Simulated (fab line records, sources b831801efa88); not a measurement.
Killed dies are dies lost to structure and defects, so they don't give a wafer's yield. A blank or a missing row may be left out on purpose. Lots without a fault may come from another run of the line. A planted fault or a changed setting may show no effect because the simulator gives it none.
fab line records | flow sky130
record lots=11 wafers=33 last_day=50
route steps=708 shown LI_CONTACT@362 PAD_OPEN@708
lots that met no fault: from a run of the same line without faults
start_h: hours from the record's first day to the start of the lot's first wafer shown | wait_h: hours since the lot's step before | " the same as in the row above | L1.1+2: a row that stands for several wafers | - no value, or no start given | * or withheld: withheld | < > ~ a bound
route shown NAME@n: a module of which the file shows steps, and the number in the route of the first | usual: mean/standard deviation of fault-free wafers | same: alike in all rows | chamber/n: place in a boat | sites: the reading at each site | _std_site: their standard deviation | _edge_site: outer sites' mean less inner sites' | radius_mm: how far each site lies from the wafer's centre | mask NAME#n: copy n | behind: the tool/chamber that last shaped the wafer | hold: why the lot was held/for how many hours/how that ended | device: the transistor (n, p or np) that didn't switch | end of line: the same wafers' tests at the end of the route | a step without rows: its recipe alone | killed: dies lost to structure and defects at the first sort, not the wafer's yield | map: a wafer's dies, x killed, . not, _ none there
set.NAME: the setting as run; set.NAME@STEP: as run at that earlier step | model.NAME: the simulator's own value behind a step, which no gauge read
steps of the route over a sample of lots; a table a step, a row a wafer
services: from which hour (start_h, from the record's first day; less than 0 if before it) a tool's chamber was out of use, for how many hours, and why
## steps
# step SKY_LI_CONTACT_HDPCVD_00
# recipe material=PSG target_thk_nm=930 sigma_open_frac=0.3 time_s=155 temp_c=600 sih4_flow_sccm=60 pressure_mtorr=6
# usual pressure_mtorr=5.999/0.012 susceptor_temp_C=599.97/0.25
# columns lot.wafer tool chamber start_h wait_h pressure_mtorr susceptor_temp_C
L988.1 hdpcvd-02 2 664.89 0.0 6.021 600.40
L988.2 " 0 " " 6.002 599.96
L988.6 " 0 " " 5.993 599.77
L991.1 hdpcvd-02 2 689.66 0.0 5.999 599.68
L991.3 " 1 " " 5.989 599.97
L991.6 " 1 " " 5.994 599.89
L994.2 hdpcvd-02 2 718.01 0.0 6.015 599.86
L994.5 " 1 " " 5.983 599.68
L994.6 " 2 " " 6.000 599.83
L996.1 hdpcvd-02 1 740.14 0.0 6.005 599.94
L996.3 " 2 " " 6.020 599.89
L996.5 " 0 " " 5.986 600.27
L997.3 hdpcvd-02 1 752.84 0.0 5.993 600.09
L997.4 " 1 " " 5.991 600.46
L997.6 " 2 " " 5.990 600.42
L998.1 hdpcvd-02 1 759.47 0.0 5.996 599.76
L998.2 " 0 " " 5.980 599.39
L998.5 " 1 " " 5.993 599.56
L101.1 hdpcvd-01 0 789.91 0.0 6.005 599.82
L101.4 " 0 " " 5.996 599.91
L101.5 " 1 " " 5.982 599.89
L103.2 hdpcvd-01 0 791.09 0.0 5.995 599.75
L103.3 " 2 " " 6.008 600.03
L103.6 " 1 " " 5.976 600.03
L104.1 hdpcvd-01 2 799.66 0.0 5.975 600.17
L104.3 " 1 " " 5.985 600.38
L104.4 " 0 " " 5.977 600.17
L106.3 hdpcvd-01 0 806.79 0.0 5.996 600.01
L106.5 " 2 " " 5.994 600.15
L106.6 " 1 " " 5.995 599.85
L109.2 hdpcvd-01 1 829.94 0.0 5.981 600.05
L109.4 " 1 " " 6.021 600.08
L109.5 " 0 " " 6.017 600.07
# step SKY_LI_CONTACT_THK_MEAS_01
# recipe reads=PSG_of_LI_CONTACT_HDPCVD_00
# usual LI_CONTACT_HDPCVD_THK=932/11
# columns lot.wafer tool chamber start_h wait_h LI_CONTACT_HDPCVD_THK[nm]
L988.1 film_metro-02 - 664.99 0.1 904
L988.2 " - " " 916
L988.6 " - " " 908
L991.1 film_metro-01 - 689.82 0.1 933
L991.3 " - " " 932
L991.6 " - " " 934
L994.2 film_metro-01 - 718.12 0.1 698
L994.5 " - " " 723
L994.6 " - " " 716
L996.1 film_metro-03 - 740.24 0.1 728
L996.3 " - " " 731
L996.5 " - " " 729
L997.3 film_metro-01 - 752.96 0.1 725
L997.4 " - " " 725
L997.6 " - " " 721
L998.1 film_metro-02 - 759.57 0.1 735
L998.2 " - " " 720
L998.5 " - " " 735
L101.1 film_metro-03 - 790.01 0.1 928
L101.4 " - " " 936
L101.5 " - " " 924
L103.2 film_metro-01 - 791.29 0.2 915
L103.3 " - " " 926
L103.6 " - " " 928
L104.1 film_metro-01 - 799.76 0.1 930
L104.3 " - " " 933
L104.4 " - " " 925
L106.3 film_metro-03 - 806.91 0.1 907
L106.5 " - " " 925
L106.6 " - " " 921
L109.2 film_metro-01 - 830.05 0.1 931
L109.4 " - " " 937
L109.5 " - " " 920
# step SKY_LI_CONTACT_CMP_02
# recipe material=PSG down_force_psi=4 platen_rpm=60 pad_velocity_m_s=0.94248
# usual edge_zone_pressure_frac=1.000/0.005 motor_current_A=11.2/1 slurry_filter_dp_kPa=13.50/0.13 slurry_flow_ml_min=150.1/0.47 time_to_endpoint_s=32.5/2.6
# columns lot.wafer tool chamber start_h wait_h edge_zone_pressure_frac motor_current_A slurry_filter_dp_kPa slurry_flow_ml_min time_to_endpoint_s
L988.2 cmp-02 1 665.10 0.1 1.004 12.1 13.28 150.3 31.1
L988.1 " 3 " " 1.003 10.7 13.52 150.2 34.7
L988.6 " 1 " " 1.008 12.5 13.26 150.4 30.9
L991.1 cmp-01 0 689.98 0.1 0.999 10.1 13.49 150.0 28.8
L991.3 " 1 " " 1.001 12.7 13.49 150.6 26.4
L991.6 " 3 " " 1.002 9.8 13.48 150.5 31.1
L994.2 cmp-01 2 718.22 0.1 1.002 11.1 13.48 150.8 29.1
L994.6 " 1 " " 1.000 12.0 13.41 150.6 27.8
L994.5 " 2 " " 0.998 11.1 13.63 149.9 30.1
L996.3 cmp-02 0 740.35 0.1 1.002 10.8 13.32 149.8 30.2
L996.1 " 1 " " 0.998 12.4 13.50 150.2 32.1
L996.5 " 0 " " 0.999 10.9 13.37 150.2 33.8
L997.3 cmp-01 2 753.10 0.1 0.997 11.0 13.74 149.7 33.4
L997.4 " 3 " " 0.995 9.2 13.64 150.0 34.1
L997.6 " 0 " " 1.000 10.1 13.52 150.7 29.1
L998.1 cmp-02 1 759.68 0.1 1.001 12.2 13.48 150.3 34.4
L998.2 " 3 " " 1.002 10.3 13.19 148.7 36.5
L998.5 " 1 " " 0.994 11.7 13.17 150.4 33.3
L101.1 cmp-01 3 790.56 0.5 0.991 9.3 13.48 149.4 36.4
L101.4 " 0 " " 1.004 10.2 13.46 149.7 35.7
L101.5 " 3 " " 1.005 9.6 13.39 149.7 35.2
L103.3 cmp-01 0 791.34 0.0 1.000 10.3 13.51 149.5 34.1
L103.2 " 1 " " 0.993 11.9 13.42 149.1 31.7
L103.6 " 1 " " 0.997 13.0 13.41 149.8 32.6
L104.4 cmp-02 3 799.82 0.0 0.990 10.7 13.58 149.9 31.3
L104.1 " 0 " " 1.000 10.3 13.52 149.6 32.7
L104.3 " 2 " " 1.004 11.5 13.02 150.5 31.6
L106.3 cmp-02 2 807.05 0.1 1.004 11.4 13.64 150.6 32.6
L106.5 " 0 " " 0.996 11.1 13.57 150.9 33.7
L106.6 " 1 " " 1.001 12.3 13.49 150.0 33.8
L109.4 cmp-02 3 830.10 0.0 0.999 11.2 13.40 150.1 38.5
L109.2 " 0 " " 0.997 10.6 13.48 151.3 33.3
L109.5 " 0 " " 0.999 10.3 13.68 150.8 33.9
# step SKY_LI_CONTACT_OVL_MEAS_13
# usual LI_CONTACT_OVL=0/4.9
# columns lot.wafer tool chamber start_h wait_h LI_CONTACT_OVL[nm]
L988.1 overlay-01 - 692.46 0.1 4
L988.2 " - " " -2
L988.6 " - " " -1
L991.1 overlay-02 - 718.44 0.1 -12
L991.3 " - " " -15
L991.6 " - " " -2
L994.2 overlay-01 - 745.85 0.1 -2
L994.5 " - " " -4
L994.6 " - " " -9
L996.1 overlay-02 - 767.76 0.1 -5
L996.3 " - " " -3
L996.5 " - " " -7
L997.3 overlay-01 - 780.67 0.1 -4
L997.4 " - " " -4
L997.6 " - " " -4
L998.1 overlay-01 - 786.99 0.1 -8
L998.2 " - " " -2
L998.5 " - " " -9
L101.1 overlay-02 - 817.84 0.1 -4
L101.4 " - " " -3
L101.5 " - " " -1
L103.2 overlay-01 - 818.20 0.1 -5
L103.3 " - " " 2
L103.6 " - " " 0
L104.1 overlay-02 - 826.66 0.1 2
L104.3 " - " " 0
L104.4 " - " " 4
L106.3 overlay-02 - 834.02 0.1 0
L106.5 " - " " 3
L106.6 " - " " 0
L109.2 overlay-02 - 856.10 0.1 7
L109.4 " - " " 3
L109.5 " - " " 3
# step SKY_LI_CONTACT_ETCH_15
# recipe target=PSG chemistry=C4F8/O2/Ar stop_on=Si taper_deg=4.15 mask_material=KrF-thick source_w=1500 bias_w=1200 pressure_mtorr=40 c4f8_flow_sccm=withheld O2_flow_sccm=6 Ar_flow_sccm=300 time_s=withheld target_depth_a=6000
# usual bias_w=1199/3.9 oes_product_au=0.837/0.0045
# columns lot.wafer tool chamber start_h wait_h bias_w oes_product_au
L988.1 rie_diel-02 2 692.54 0.0 1208 0.832
L988.2 " 3 " " 1196 0.841
L988.6 " 2 " " 1203 0.839
L991.1 rie_diel-02 3 718.52 0.0 1205 0.839
L991.3 " 1 " " 1194 0.836
L991.6 " 3 " " 1207 0.837
L994.2 rie_diel-04 3 745.92 0.0 1199 0.676
L994.5 " 3 " " 1197 0.675
L994.6 " 0 " " 1197 0.679
L996.1 rie_diel-01 2 767.84 0.0 1201 0.669
L996.3 " 1 " " 1199 0.666
L996.5 " 0 " " 1204 0.675
L997.3 rie_diel-02 0 780.74 0.0 1199 0.675
L997.4 " 0 " " 1194 0.672
L997.6 " 1 " " 1205 0.678
L998.1 rie_diel-02 2 787.07 0.0 1208 0.673
L998.2 " 0 " " 1197 0.664
L998.5 " 0 " " 1196 0.675
L101.1 rie_diel-02 0 817.92 0.0 1203 0.841
L101.4 " 2 " " 1206 0.837
L101.5 " 2 " " 1202 0.837
L103.2 rie_diel-04 0 818.27 0.0 1199 0.838
L103.3 " 1 " " 1199 0.828
L103.6 " 1 " " 1200 0.839
L104.1 rie_diel-01 1 826.74 0.0 1199 0.835
L104.3 " 3 " " 1198 0.832
L104.4 " 2 " " 1209 0.845
L106.3 rie_diel-01 2 834.09 0.0 1209 0.842
L106.5 " 2 " " 1203 0.836
L106.6 " 3 " " 1200 0.849
L109.2 rie_diel-04 2 856.17 0.0 1199 0.832
L109.4 " 3 " " 1197 0.837
L109.5 " 0 " " 1201 0.844
# step SKY_LI_CONTACT_STRIP_16
# recipe chemistry=O2/N2 power_w=1400 pressure_mtorr=1500 platen_temp_c=withheld o2_flow_sccm=3000 n2_flow_sccm=300 overash_fraction=0.5
# usual drypump_motor_current_A=5.9/0.36 o2_flow_sccm=3001/8.5 oes_product_au=0.375/0.0051 strip_time_to_endpoint_s=3.49/0.032
# columns lot.wafer tool chamber start_h wait_h drypump_motor_current_A o2_flow_sccm oes_product_au rf_hours_counter_h strip_time_to_endpoint_s
L988.1 plasma_asher-03 0 692.62 - 6.3 2999 0.380 23 3.43
L988.2 " 1 " " 5.9 2997 0.369 23 3.47
L988.6 " 0 " " 6.3 3010 0.371 - 3.46
L991.1 plasma_asher-03 1 718.61 - 5.9 3014 0.378 26 3.51
L991.3 " 0 " " 6.3 3012 0.380 - 3.52
L991.6 " 0 " " 6.3 3021 0.365 - 3.47
L994.2 plasma_asher-01 0 746.01 - 5.4 2994 0.380 62 3.49
L994.5 " 1 " " 6.2 3000 0.378 - 3.50
L994.6 " 0 " " 5.4 2997 0.372 - 3.52
L996.1 plasma_asher-03 0 767.92 - 6.3 3008 0.372 31 3.52
L996.3 " 1 " " 5.9 2997 0.374 - 3.51
L996.5 " 0 " " 6.3 2995 0.380 - 3.53
L997.3 plasma_asher-04 1 780.86 - 5.5 2994 0.370 - 3.46
L997.4 " 0 " " 6.2 2993 0.372 - 3.45
L997.6 " 1 " " 5.5 3000 0.368 - 3.46
L998.1 plasma_asher-03 1 787.16 - 5.9 2994 0.377 32 3.44
L998.2 " 0 " " 6.3 3000 0.374 32 3.49
L998.5 " 0 " " 6.3 2983 0.370 - 3.47
L101.1 plasma_asher-01 1 818.01 - 6.2 2990 0.378 69 3.51
L101.4 " 1 " " 6.2 3004 0.369 - 3.42
L101.5 " 1 " " 6.2 2999 0.382 - 3.42
L103.2 plasma_asher-01 0 818.36 - 5.4 3010 0.375 69 3.49
L103.3 " 0 " " 5.4 3004 0.378 - 3.46
L103.6 " 1 " " 6.2 3013 0.378 - 3.46
L104.1 plasma_asher-04 0 826.82 - 6.2 2998 0.377 8 3.48
L104.3 " 0 " " 6.2 3003 0.378 - 3.52
L104.4 " 1 " " 5.6 2996 0.371 - 3.48
L106.3 plasma_asher-04 1 834.21 - 5.5 2985 0.383 - 3.51
L106.5 " 1 " " 5.5 3007 0.375 - 3.52
L106.6 " 0 " " 6.2 3003 0.389 - 3.54
L109.2 plasma_asher-01 0 856.26 - 5.4 3007 0.370 73 3.49
L109.4 " 0 " " 5.4 3002 0.376 - 3.49
L109.5 " 1 " " 6.2 2994 0.380 - 3.48
# step SKY_PAD_OPEN_PROBE_99
# usual killed_at_M0_to_M3=43/7.7 killed_at_M4_up=3.4/1.9 killed_at_contacts=25/5.6 killed_at_front_end=14/4.3 killed_at_other=0.2/0.5 killed_dies=86/10 killed_on_rim=17/4.1 killed_open=47/7.2 killed_short=39/6.7
# same gross_dies=492 killed_at_back_side=0
# columns lot.wafer tool chamber start_h wait_h killed_at_M0_to_M3 killed_at_M4_up killed_at_contacts killed_at_front_end killed_at_other killed_dies killed_on_rim killed_open killed_short
L988.1 prober-02 - 1088.15 0.1 51 3 32 14 0 100 20 60 40
L988.2 prober-02 - 1088.20 0.1 48 5 25 9 0 87 14 46 41
L988.6 prober-02 - 1088.40 0.2 36 0 32 11 0 79 14 46 33
L994.2 prober-02 - 1129.59 0.1 30 2 101 17 0 150 70 49 35
L994.5 prober-02 - 1129.74 0.2 40 8 101 8 0 157 79 51 34
L994.6 prober-02 - 1129.79 0.2 40 1 83 12 0 136 76 40 31
L996.1 prober-02 - 1143.14 0.1 41 1 91 15 0 148 75 40 34
L996.3 prober-02 - 1143.24 0.2 40 4 95 16 0 155 73 51 41
L996.5 prober-02 - 1143.34 0.2 37 2 104 8 0 151 77 37 34
L997.3 prober-01 - 1153.31 0.2 35 5 83 7 1 131 70 33 29
L997.4 prober-01 - 1153.36 0.2 39 4 95 13 0 151 74 44 31
L997.6 prober-01 - 1153.46 0.2 30 1 91 14 1 137 75 42 24
L998.1 prober-02 - 1154.39 0.1 39 2 95 12 0 148 72 46 36
L998.2 prober-02 - 1154.44 0.1 43 4 104 10 0 161 79 53 39
L998.5 prober-02 - 1154.59 0.2 48 5 84 17 0 154 75 49 39
# killed by level:class
L988.1 CONTACT:geometric_particle:open=11 LI_CONTACT:geometric_particle:open=10 VIA3:geometric_particle:open=10 VIA2:geometric_particle:open=9 LOCAL_INTERCONNECT:geometric_particle:short=8 VIA1:geometric_particle:open=6 VIA1:geometric_particle:short=5 VIA3:geometric_particle:short=5
L988.2 VIA2:geometric_particle:open=10 VIA1:geometric_particle:open=9 CONTACT:geometric_particle:open=8 METAL1:geometric_particle:short=7 CONTACT:geometric_particle:short=6 LI_CONTACT:geometric_particle:open=5 METAL4:geometric_particle:short=4 METAL2:geometric_particle:short=4
L988.6 VIA2:geometric_particle:open=10 LI_CONTACT:geometric_particle:open=9 CONTACT:geometric_particle:open=9 LI_CONTACT:geometric_particle:short=7 VIA1:geometric_particle:open=5 POLY_GATE:geometric_particle:short=4 CONTACT:geometric_particle:short=4 VIA1:geometric_particle:short=4
L994.2 LI_CONTACT:area_hdpcvd=66 CONTACT:geometric_particle:open=12 LI_CONTACT:geometric_particle:open=9 LOCAL_INTERCONNECT:geometric_particle:short=7 FIELD_ISO:geometric_particle:short=6 VIA1:geometric_particle:open=6 VIA2:geometric_particle:open=6 METAL1:geometric_particle:short=5
L994.5 LI_CONTACT:area_hdpcvd=72 VIA1:geometric_particle:open=15 CONTACT:geometric_particle:open=13 LI_CONTACT:geometric_particle:open=6 VIA1:geometric_particle:short=6 LOCAL_INTERCONNECT:geometric_particle:short=6 METAL4:geometric_particle:short=6 VIA2:geometric_particle:open=4
L994.6 LI_CONTACT:area_hdpcvd=65 VIA1:geometric_particle:open=8 CONTACT:geometric_particle:open=6 METAL1:geometric_particle:short=6 METAL2:geometric_particle:short=6 VIA2:geometric_particle:open=6 LI_CONTACT:geometric_particle:open=5 FIELD_ISO:geometric_particle:short=4
L996.1 LI_CONTACT:area_hdpcvd=74 VIA1:geometric_particle:open=13 VIA3:geometric_particle:open=5 FIELD_ISO:geometric_particle:open=5 LI_CONTACT:geometric_particle:open=5 LI_CONTACT:geometric_particle:short=5 LOCAL_INTERCONNECT:geometric_particle:short=4 VIA1:geometric_particle:short=4
L996.3 LI_CONTACT:area_hdpcvd=63 LI_CONTACT:geometric_particle:open=10 CONTACT:geometric_particle:open=10 VIA1:geometric_particle:open=9 FIELD_ISO:geometric_particle:short=6 VIA1:geometric_particle:short=5 METAL2:geometric_particle:short=5 VIA2:geometric_particle:open=5
L996.5 LI_CONTACT:area_hdpcvd=80 CONTACT:geometric_particle:open=10 VIA2:geometric_particle:open=9 VIA1:geometric_particle:short=6 LI_CONTACT:geometric_particle:open=5 METAL2:geometric_particle:short=5 LI_CONTACT:geometric_particle:short=4 VIA1:geometric_particle:open=4
L997.3 LI_CONTACT:area_hdpcvd=69 VIA1:geometric_particle:open=6 VIA3:geometric_particle:open=6 VIA2:geometric_particle:open=6 LI_CONTACT:geometric_particle:open=5 VIA1:geometric_particle:short=5 LOCAL_INTERCONNECT:geometric_particle:short=4 POLY_GATE:geometric_particle:short=3
L997.4 LI_CONTACT:area_hdpcvd=76 VIA1:geometric_particle:open=14 VIA1:geometric_particle:short=8 CONTACT:geometric_particle:open=6 VIA3:geometric_particle:open=6 FIELD_ISO:geometric_particle:open=4 FIELD_ISO:geometric_particle:short=4 LI_CONTACT:geometric_particle:open=4
L997.6 LI_CONTACT:area_hdpcvd=71 VIA1:geometric_particle:open=9 LI_CONTACT:geometric_particle:open=8 CONTACT:geometric_particle:open=8 FIELD_ISO:geometric_particle:short=5 METAL1:geometric_particle:short=4 VIA2:geometric_particle:open=4 METAL3:geometric_particle:short=4
L998.1 LI_CONTACT:area_hdpcvd=66 CONTACT:geometric_particle:open=11 VIA1:geometric_particle:open=9 LI_CONTACT:geometric_particle:open=8 VIA3:geometric_particle:open=6 METAL2:geometric_particle:short=6 FIELD_ISO:geometric_particle:short=5 VIA2:geometric_particle:open=5
L998.2 LI_CONTACT:area_hdpcvd=69 VIA1:geometric_particle:open=13 LI_CONTACT:geometric_particle:open=12 CONTACT:geometric_particle:open=9 VIA1:geometric_particle:short=7 CONTACT:geometric_particle:short=6 VIA2:geometric_particle:open=5 LOCAL_INTERCONNECT:geometric_particle:short=4
L998.5 LI_CONTACT:area_hdpcvd=66 VIA1:geometric_particle:open=11 LI_CONTACT:geometric_particle:open=8 VIA3:geometric_particle:open=8 VIA2:geometric_particle:open=8 CONTACT:geometric_particle:open=6 METAL1:geometric_particle:short=6 FIELD_ISO:geometric_particle:open=4
## services
# columns tool chamber start_h hours kind
plasma_asher-03 - 648.99 1.8 repair
hdpcvd-01 - 650.75 15.0 pm
rie_diel-02 - 665.87 2.8 pm
cmp-01 - 672.11 12.8 repair
cmp-02 - 675.92 3.5 repair
hdpcvd-02 0 686.93 3.9 repair
rie_diel-02 0 690.19 9.3 repair
rie_diel-02 2 695.12 6.3 repair
rie_diel-02 1 706.11 7.7 repair
rie_diel-02 1 743.77 8.0 repair
cmp-02 - 744.26 4.0 pm
cmp-02 - 763.98 7.1 repair
cmp-02 - 771.37 1.0 repair
rie_diel-02 - 776.58 2.3 repair
cmp-02 - 776.88 11.8 repair
rie_diel-02 3 779.52 8.4 repair
cmp-02 - 783.87 12.0 repair
cmp-01 - 796.02 7.4 pm
cmp-02 - 812.85 1.7 repair
cmp-02 - 814.53 3.2 pm
cmp-02 - 819.42 8.4 pm
rie_diel-02 1 824.95 49.5 repair
cmp-01 - 832.54 1.8 repair
cmp-01 - 837.20 4.2 pm
## key
first_sign step=SKY_LI_CONTACT_THK_MEAS_01 reading=LI_CONTACT_HDPCVD_THK direction=down sigmas=19 usual=932 struck=724
effect step=SKY_LI_CONTACT_ETCH_15 reading=oes_product_au direction=down sigmas=36 usual=0.837 struck=0.673
effect step=SKY_PAD_OPEN_PROBE_99 reading=killed_at_contacts direction=up sigmas=12 usual=25 struck=94
more_kills_born_at SKY_LI_CONTACT_HDPCVD_00@hdpcvd-02=837
met_at SKY_LI_CONTACT_HDPCVD_00
struck_lots L994,L996,L997,L998
tester_left_out L994,L996,L997,L998
not_acting_at SKY_LI_CONTACT_CMP_02,SKY_LI_CONTACT_OVL_MEAS_13,SKY_LI_CONTACT_STRIP_16
onset_between 689.66 718.01
fault kind=site_profile_drift tool=hdpcvd-02 chamber=- onset_h=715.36 steps=SKY_LI_CONTACT_HDPCVD_00 basis=fraction max_abs_drift=0.5159 slope_share_per_hr=114.64 site_pattern=0,0,0,0,0,-1,-1,-1,-1
# tester_left_out: of these lots the tester's yield and bins aren't shown, on N5 and GAA mostly nor the transistor test; their killed dies are dies lost to structure and defects alone, not to doping, threshold or leakage, so they don't give the yield
